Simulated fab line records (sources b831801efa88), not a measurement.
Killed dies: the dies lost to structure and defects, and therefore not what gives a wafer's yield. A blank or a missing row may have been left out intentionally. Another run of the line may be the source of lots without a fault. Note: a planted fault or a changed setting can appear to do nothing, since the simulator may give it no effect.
The tool behind it: which one? | flow gf180mcu | 7 lots, 21 wafers sampled, at 1 step of a route of 602

## WHAT THE GAUGES READ, wafer by wafer
GF_MVPSD_OVL_MEAS_07.
lot  | measured     | on         | MVPSD_OVL (nm)
L815 | day 5 06:52  | overlay-01 | -1.2 -0.3 -0.8
L817 | day 5 21:30  | overlay-02 | -0.2 -0.8 -0.1
L819 | day 6 07:30  | overlay-01 | -1.1 -2.0 -0.7
L826 | day 8 01:36  | overlay-02 | -1.4 -1.3 -1.2
L829 | day 8 17:58  | overlay-01 | 1.3 1.2 -0.7
L834 | day 10 03:21 | overlay-02 | 0.1 -1.3 -0.5
L837 | day 10 18:09 | overlay-02 | -1.2 0.4 0.9

## TOOL THAT RAN EACH LOT (tool first, then ch and the chambers of the sampled wafers, then the start)
No process step before these readings appears in the record.

## THE ANSWER, worked out from the rows above alone
Rule: what is usual is taken from the lots themselves. The widest of any qualifying gaps counts: lots, ordered by their means at a reading, are off when they make up no more than a third of the lots, leave a main group of 4 or more, and stand apart from it by 3 or more times the standard deviation of that group's means. A main group whose means are all the same, to the digits that the tables above print for the reading, isn't used. A lot without any number at a reading at which 4 lots or more have one is off too. Where the step has rows for the other lots, those lots are counted as sound.
Nothing can be told from this: no lot is off at any reading shown.

## WHAT THE SIMULATOR PUT IN
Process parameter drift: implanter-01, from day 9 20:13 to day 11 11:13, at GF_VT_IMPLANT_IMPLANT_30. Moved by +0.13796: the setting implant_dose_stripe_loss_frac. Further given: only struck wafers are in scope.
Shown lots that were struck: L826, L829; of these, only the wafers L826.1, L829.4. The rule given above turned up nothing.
